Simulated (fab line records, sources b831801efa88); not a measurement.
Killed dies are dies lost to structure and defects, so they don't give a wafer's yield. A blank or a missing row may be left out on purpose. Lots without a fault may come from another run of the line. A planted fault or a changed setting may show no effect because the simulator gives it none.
fab line records | flow gf180mcu
record lots=13 wafers=38 last_day=34
route steps=602 shown HV_LDD@184 SALICIDE@280
lots that met no fault: from a run of the same line without faults
start_h: hours from the record's first day to the start of the lot's first wafer shown | wait_h: hours since the lot's step before | " the same as in the row above | L1.1+2: a row that stands for several wafers | - no value, or no start given | * or withheld: withheld | < > ~ a bound
route shown NAME@n: a module of which the file shows steps, and the number in the route of the first | usual: mean/standard deviation of fault-free wafers | same: alike in all rows | chamber/n: place in a boat | sites: the reading at each site | _std_site: their standard deviation | _edge_site: outer sites' mean less inner sites' | radius_mm: how far each site lies from the wafer's centre | mask NAME#n: copy n | behind: the tool/chamber that last shaped the wafer | hold: why the lot was held/for how many hours/how that ended | device: the transistor (n, p or np) that didn't switch | end of line: the same wafers' tests at the end of the route | a step without rows: its recipe alone | killed: dies lost to structure and defects at the first sort, not the wafer's yield | map: a wafer's dies, x killed, . not, _ none there
set.NAME: the setting as run; set.NAME@STEP: as run at that earlier step | model.NAME: the simulator's own value behind a step, which no gauge read
steps of the route over a sample of lots; a table a step, a row a wafer
services: from which hour (start_h, from the record's first day; less than 0 if before it) a tool's chamber was out of use, for how many hours, and why
## steps
# step GF_HV_LDD_OVL_MEAS_08
# usual HV_LDD_OVL=-1.1/1.1
# columns lot.wafer tool chamber start_h wait_h HV_LDD_OVL[nm]
L113.3 overlay-02 - 211.83 0.1 -2.4
L113.5 " - " " -1.5
L113.6 " - " " -1.6
L114.2 overlay-02 - 223.54 0.1 -3.0
L114.3 " - " " -2.1
L114.5 " - " " -0.6
L115.4 overlay-02 - 228.83 0.1 -0.3
L115.5 " - " " -0.6
L115.6 " - " " -2.8
L120.2 overlay-02 - 263.43 0.1 0.7
L120.6 " - " " -2.0
L127.1 overlay-02 - 322.48 0.1 -1.1
L127.5 " - " " -0.4
L127.6 " - " " -0.9
L128.1 overlay-01 - 323.68 0.1 -1.6
L128.2 " - " " -2.7
L128.6 " - " " -1.9
L130.4 overlay-01 - 355.93 0.1 -1.5
L130.5 " - " " -1.3
L130.6 " - " " -3.9
L131.1 overlay-01 - 358.41 0.1 -2.1
L131.2 " - " " -2.2
L131.4 " - " " -1.2
L132.3 overlay-01 - 365.99 0.1 1.2
L132.5 " - " " -0.1
L132.6 " - " " -0.2
L133.2 overlay-02 - 366.12 0.1 -0.8
L133.3 " - " " -0.4
L133.6 " - " " -0.3
L134.1 overlay-02 - 366.78 0.1 -1.7
L134.4 " - " " -0.5
L134.6 " - " " -1.4
L135.1 overlay-02 - 384.18 0.1 0.3
L135.2 " - " " -1.9
L135.6 " - " " -0.4
L136.1 overlay-02 - 396.88 0.1 -0.1
L136.2 " - " " -1.4
L136.4 " - " " -1.6
# step GF_HV_LDD_IMPLANT_09
# recipe species=As energy_kev=40 dose_cm2=1e+14 tilt_deg=7
# columns lot.wafer tool chamber start_h wait_h
L113.3+5+6 implanter-03 0 211.90 0.1
L114.2+3+5 implanter-03 0 223.59 0.0
L115.4+5+6 implanter-03 0 228.92 0.1
L120.2+6 implanter-03 0 263.49 0.0
L127.1+5+6 implanter-04 0 322.51 0.0
L128.1+2+6 implanter-02 0 323.71 0.0
L130.4+5+6 implanter-04 0 356.02 0.1
L131.1+2+4 implanter-03 0 358.45 0.0
L132.3+5+6 implanter-03 0 366.06 0.1
L133.2+3+6 implanter-04 0 366.17 0.0
L134.1+4+6 implanter-04 0 366.81 0.0
L135.1+2+6 implanter-03 0 384.21 0.0
L136.1+2+4 implanter-03 0 396.92 0.0
# step GF_HV_LDD_STRIP_22
# recipe chemistry=O2/N2 power_w=1400 pressure_mtorr=1500 platen_temp_c=250 o2_flow_sccm=3000 n2_flow_sccm=300 overash_fraction=0.5
# usual chamber_pressure_mTorr=1499.9/1.4 drypump_motor_current_A=6.1/0.41 heater_power_w=339/33 o2_flow_sccm=2998/8.8 oes_product_au=0.716/0.0044 strip_time_to_endpoint_s=12.63/0.038
# columns lot.wafer tool chamber start_h wait_h chamber_pressure_mTorr drypump_motor_current_A heater_power_w o2_flow_sccm oes_product_au rf_hours_counter_h strip_time_to_endpoint_s
L113.3 plasma_asher-02 0 230.20 0.1 1498.1 6.5 384 2989 0.719 - 12.65
L113.5 " 0 " " 1499.6 6.5 385 2998 0.713 - 12.64
L113.6 " 1 " " 1500.6 5.5 304 2984 0.712 - 12.65
L114.2 plasma_asher-02 1 241.71 0.1 1500.3 5.5 300 2990 0.718 13 12.58
L114.3 " 1 " " 1497.5 5.5 301 2991 0.714 - 12.55
L114.5 " 1 " " 1501.4 5.5 294 2990 0.723 - 12.60
L115.4 plasma_asher-02 1 247.30 0.1 1500.2 5.5 299 2994 0.727 - 12.64
L115.5 " 0 " " 1500.6 6.5 386 3004 0.716 - 12.60
L115.6 " 1 " " 1498.9 5.5 298 2998 0.718 - 12.64
L120.2 plasma_asher-01 0 283.98 0.1 1500.7 6.4 291 2994 0.719 66 12.65
L120.6 " 0 " " 1500.1 6.4 296 2994 0.704 - 12.63
L127.1 plasma_asher-03 0 344.20 0.1 1499.9 6.3 348 2990 0.717 68 12.61
L127.5 " 1 " " 1498.3 5.6 356 2992 0.721 - 12.61
L127.6 " 0 " " 1498.7 6.4 347 3000 0.714 - 12.64
L128.1 plasma_asher-01 1 345.66 0.1 1501.1 6.1 328 2982 0.715 73 12.70
L128.2 " 0 " " 1501.0 6.4 303 2996 0.717 73 12.68
L128.6 " 0 " " 1499.4 6.4 296 2998 0.721 - 12.68
L130.4 plasma_asher-03 1 378.78 0.1 1498.9 5.6 351 3003 0.711 - 12.65
L130.5 " 1 " " 1497.9 5.6 351 2980 0.711 - 12.63
L130.6 " 0 " " 1500.4 6.3 342 2996 0.720 - 12.62
L131.1 plasma_asher-03 1 380.71 0.1 1500.0 5.7 357 3007 0.717 71 12.61
L131.2 " 0 " " 1499.8 6.3 350 3014 0.719 71 12.64
L131.4 " 1 " " 1501.2 5.6 363 2994 0.711 - 12.64
L132.3 plasma_asher-01 0 388.30 0.1 1501.8 6.4 302 2994 0.712 - 12.67
L132.5 " 1 " " 1497.2 6.1 330 3002 0.712 - 12.67
L132.6 " 0 " " 1500.3 6.4 302 3001 0.710 - 12.64
L133.2 plasma_asher-02 1 388.45 0.1 1501.7 5.5 302 2993 0.715 28 12.68
L133.3 " 1 " " 1500.9 5.4 296 3005 0.716 - 12.66
L133.6 " 1 " " 1501.6 5.5 299 3001 0.719 - 12.68
L134.1 plasma_asher-03 0 389.50 0.1 1501.4 6.3 348 2998 0.717 72 12.62
L134.4 " 1 " " 1501.0 5.7 361 2984 0.716 - 12.69
L134.6 " 1 " " 1499.9 5.6 357 2981 0.713 - 12.66
L135.1 plasma_asher-03 1 407.46 0.1 1497.6 5.6 365 3010 0.712 74 12.62
L135.2 " 0 " " 1501.5 6.3 350 3000 0.719 74 12.61
L135.6 " 0 " " 1501.1 6.3 348 3008 0.710 - 12.63
L136.1 plasma_asher-03 1 420.36 0.1 1499.8 5.7 366 2997 0.717 75 12.59
L136.2 " 0 " " 1499.4 6.3 343 3011 0.715 75 12.59
L136.4 " 0 " " 1495.5 6.3 352 3009 0.712 - 12.59
# step GF_HV_LDD_RS_MEAS_53
# recipe thk_meas_gauge=four-point-probe
# usual HV_LDD_RS=418.7/0.97
# columns lot.wafer tool chamber start_h wait_h HV_LDD_RS[ohm/sq]
L113.3 film_metro-03 - 268.82 0.1 418.7
L113.5 " - " " 418.6
L113.6 " - " " 418.6
L114.2 film_metro-04 - 282.52 0.1 419.9
L114.3 " - " " 419.5
L114.5 " - " " 420.2
L115.4 film_metro-04 - 286.41 0.1 417.9
L115.5 " - " " 417.7
L115.6 " - " " 418.1
L120.2 film_metro-04 - 327.41 0.1 426.3
L120.6 " - " " 419.1
L127.1 film_metro-03 - 389.09 0.1 418.3
L127.5 " - " " 418.7
L127.6 " - " " 418.7
L128.1 film_metro-01 - 390.71 0.1 418.9
L128.2 " - " " 419.3
L128.6 " - " " 418.8
L130.4 film_metro-04 - 427.21 0.1 419.9
L130.5 " - " " 419.1
L130.6 " - " " 419.7
L131.1 film_metro-01 - 428.64 0.1 416.1
L131.2 " - " " 417.8
L131.4 " - " " 417.5
L132.3 film_metro-03 - 434.88 0.1 419.3
L132.5 " - " " 418.3
L132.6 " - " " 418.3
L133.2 film_metro-01 - 436.11 0.1 421.5
L133.3 " - " " 418.9
L133.6 " - " " 420.3
L134.1 film_metro-03 - 438.46 0.1 419.2
L134.4 " - " " 420.4
L134.6 " - " " 419.4
L135.1 film_metro-04 - 456.60 0.1 418.9
L135.2 " - " " 419.0
L135.6 " - " " 419.3
L136.1 film_metro-03 - 469.34 0.1 418.3
L136.2 " - " " 416.8
L136.4 " - " " 417.0
# step GF_SALICIDE_SPUTTER_02
# recipe material=Co target_thk_nm=10 power_w=1000 time_s=20 chamber_pressure_pa=0.4
# usual throttle_valve_pct=29.6/1.1
# same time_s=20
# columns lot.wafer tool chamber start_h wait_h throttle_valve_pct
L113.3 pvd_sputter-04 - 334.63 0.0 30.3
L113.5 " - " " 27.5
L113.6 " - " " 30.1
L114.2 pvd_sputter-04 - 349.86 0.0 27.5
L114.3 " - " " 29.0
L114.5 " - " " 30.1
L115.4 pvd_sputter-04 - 353.40 0.0 28.5
L115.5 " - " " 31.1
L115.6 " - " " 27.9
L120.2 pvd_sputter-01 - 397.17 0.0 29.7
L120.6 " - " " 30.8
L127.1 pvd_sputter-01 - 465.63 0.0 29.3
L127.5 " - " " 29.6
L127.6 " - " " 29.4
L128.1 pvd_sputter-04 - 466.58 0.0 27.7
L128.2 " - " " 29.8
L128.6 " - " " 30.1
L130.4 pvd_sputter-01 - 503.54 0.0 29.8
L130.5 " - " " 29.8
L130.6 " - " " 29.1
L131.1 pvd_sputter-04 - 504.21 0.0 30.8
L131.2 " - " " 27.5
L131.4 " - " " 30.2
L132.3 pvd_sputter-04 - 509.08 0.0 31.0
L132.5 " - " " 27.6
L132.6 " - " " 30.7
L133.2 pvd_sputter-03 - 511.69 0.0 30.0
L133.3 " - " " 30.0
L133.6 " - " " 29.9
L134.1 pvd_sputter-04 - 514.05 0.0 31.0
L134.4 " - " " 30.4
L134.6 " - " " 29.8
L135.1 pvd_sputter-03 - 530.87 0.0 29.4
L135.2 " - " " 30.0
L135.6 " - " " 30.1
L136.1 pvd_sputter-04 - 543.83 0.0 30.6
L136.2 " - " " 30.4
L136.4 " - " " 28.4
## services
# columns tool chamber start_h hours kind
pvd_sputter-04 - 215.67 1.5 repair
implanter-03 - 220.26 2.0 repair
implanter-02 - 225.83 5.0 repair
plasma_asher-03 - 228.10 5.1 pm
implanter-04 - 249.98 4.7 pm
implanter-02 - 264.35 2.1 repair
pvd_sputter-04 - 273.67 5.6 repair
plasma_asher-01 - 288.54 0.9 repair
plasma_asher-02 - 297.51 0.6 repair
plasma_asher-02 - 315.76 1.6 repair
plasma_asher-02 - 325.43 2.8 pm
pvd_sputter-01 - 331.58 0.5 repair
pvd_sputter-03 - 349.66 1.9 repair
implanter-04 - 382.41 4.0 pm
pvd_sputter-04 - 394.77 1.7 repair
plasma_asher-03 - 397.30 0.8 repair
implanter-04 - 402.82 3.8 repair
implanter-03 - 411.44 46.6 pm
plasma_asher-01 - 421.25 9.0 pm
implanter-03 - 458.06 4.4 pm
pvd_sputter-03 - 459.80 21.7 repair
implanter-04 - 460.72 100.3 pm
implanter-03 - 476.71 6.0 repair
plasma_asher-01 - 526.39 1.4 repair
## key
first_sign step=GF_HV_LDD_RS_MEAS_53 reading=HV_LDD_RS direction=up sigmas=7.8 usual=418.7 struck=426.3
effect none on later readings
met_at GF_HV_LDD_IMPLANT_09
struck_lots L120
struck_wafers L120.2
tester_left_out L120
not_acting_at GF_HV_LDD_OVL_MEAS_08,GF_HV_LDD_STRIP_22,GF_SALICIDE_SPUTTER_02
onset_between 228.92 263.49
fault kind=process_parameter_drift tool=implanter-03 chamber=- onset_h=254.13 steps=GF_HV_LDD_IMPLANT_09 channel=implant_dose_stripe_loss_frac offset=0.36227 shape=step end_h=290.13 scope=struck_wafers_only
# tester_left_out: of these lots the tester's yield and bins aren't shown, on N5 and GAA mostly nor the transistor test; their killed dies are dies lost to structure and defects alone, not to doping, threshold or leakage, so they don't give the yield
